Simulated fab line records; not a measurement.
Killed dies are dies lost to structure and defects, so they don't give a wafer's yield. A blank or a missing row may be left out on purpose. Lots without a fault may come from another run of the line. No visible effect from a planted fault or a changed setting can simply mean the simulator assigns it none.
Chamber matching | flow gf180mcu | GF_V5_ETCH_17 on rieDiel-04: 4 sister chambers
The step etches SiO2 in C4F8/O2/Ar, stops on TiN, target depth 855 nm. 8 wafers are shown with their chamber, then 7 later ones without.

== WAFERS WITH THEIR CHAMBER ==
wafer  | chamber | rfFwdPowerW (W) | oesProductAu (a.u.)
L129.6 | 0       | 1487            | 0.857
L132.2 | 0       | 1494            | 0.855
L132.3 | 1       | 1493            | 0.864
L133.1 | 3       | 1486            | 0.861
L133.5 | 3       | 1500            | 0.865
L133.6 | 2       | 1489            | 0.848
L134.2 | 2       | 1498            | 0.858
L134.3 | 1       | 1498            | 0.862

== WAFERS WHOSE CHAMBER IS MISSING ==
wafer  | rfFwdPowerW (W) | oesProductAu (a.u.)
L134.5 | 1501            | 0.863
L144.2 | 1498            | 0.855
L144.4 | 1504            | 0.855
L144.6 | 1494            | 0.860
L145.1 | 1489            | 0.866
L145.3 | 1485            | 0.856
L145.4 | 1489            | 0.866

== THE CHAMBER EACH PASSED THROUGH ==
wafer  | from the rows above               | in truth
L134.5 | can't be placed: 1 or 3 or 0 or 2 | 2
L144.2 | can't be placed: 2 or 0 or 1 or 3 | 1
L144.4 | can't be placed: 2 or 0 or 1 or 3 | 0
L144.6 | can't be placed: 3 or 1 or 0 or 2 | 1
L145.1 | can't be placed: 3 or 1 or 0      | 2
L145.3 | can't be placed: 0 or 2 or 3 or 1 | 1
L145.4 | can't be placed: 3 or 1 or 0      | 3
Correct placement for 0 of the 7. Cannot be placed on the basis of these rows: 7; the candidates contain the true chamber in 6. Wrongly placed: 0.
How it was worked out, from the rows above alone: a wafer's distance from a chamber is the root of the sum, over the readings, of the square of ((its reading less the chamber's mean) divided by the reading's scatter). The wafer belongs to the nearest chamber; if the next one is less than 2 further off, it can't be placed. Each chamber's mean is taken over the wafers shown for it. The scatter: take each reading less its chamber's mean, square it, sum over the shown wafers, divide by the number of wafers less the number of chambers, and take the root.
